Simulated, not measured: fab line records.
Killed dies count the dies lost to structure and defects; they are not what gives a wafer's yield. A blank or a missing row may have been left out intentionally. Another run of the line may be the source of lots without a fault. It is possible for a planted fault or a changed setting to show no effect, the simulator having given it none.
Chamber matching    flow sfqLine    SFQ_TRILAYER_I0_CMP_CMP_028 on cmp-02: 4 sister chambers
The step polishes SiO2. 8 wafers are shown with their chamber, then 9 later ones without.

## EACH WAFER AND ITS CHAMBER
wafer   chamber  motorCurrentA (A)  timeToEndpointS (s)
L820.5  2        10.2               212
L820.6  1        8.9                229
L822.3  1        8.9                231
L822.4  0        9.6                215
L822.6  0        9.5                214
L828.3  3        10.6               217
L828.5  3        9.6                225
L828.6  2        10.7               216

## WAFERS WITH NO CHAMBER GIVEN
wafer   motorCurrentA (A)  timeToEndpointS (s)
L829.2  10.2               218
L829.4  10.8               220
L829.3  8.8                238
L833.2  10.3               226
L833.4  9.8                232
L833.6  10.1               210
L834.3  10.4               215
L834.4  9.0                236
L834.2  9.6                232

## THE CHAMBER EACH PASSED THROUGH
wafer    from the rows above            in truth
L829.2   can't be placed: 3 or 2 or 0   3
L829.4   can't be placed: 3 or 2 or 0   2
L829.3   1                              1
L833.2   3                              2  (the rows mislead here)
L833.4   can't be placed: 1 or 3        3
L833.6   can't be placed: 2 or 0 or 3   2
L834.3   can't be placed: 2 or 3 or 0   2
L834.4   1                              1
L834.2   can't be placed: 1 or 3        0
Correctly placed: 2 of 9. Unplaceable from these rows: 6, with the true chamber sitting among the candidates in 5. Placed wrongly: 1.
How it was worked out, from the rows above alone: a wafer's distance from a chamber is the root of the sum, over the readings, of the square of ((its reading less the chamber's mean) divided by the reading's scatter). If the next closest chamber is less than 2 further off than the closest, the wafer can't be placed; otherwise it belongs to the closest. For every chamber, the mean is computed from those of its wafers that are shown. The scatter is the square root of a quotient: the sum, over the shown wafers, of each reading's squared deviation from its chamber's mean, divided by wafers minus chambers.
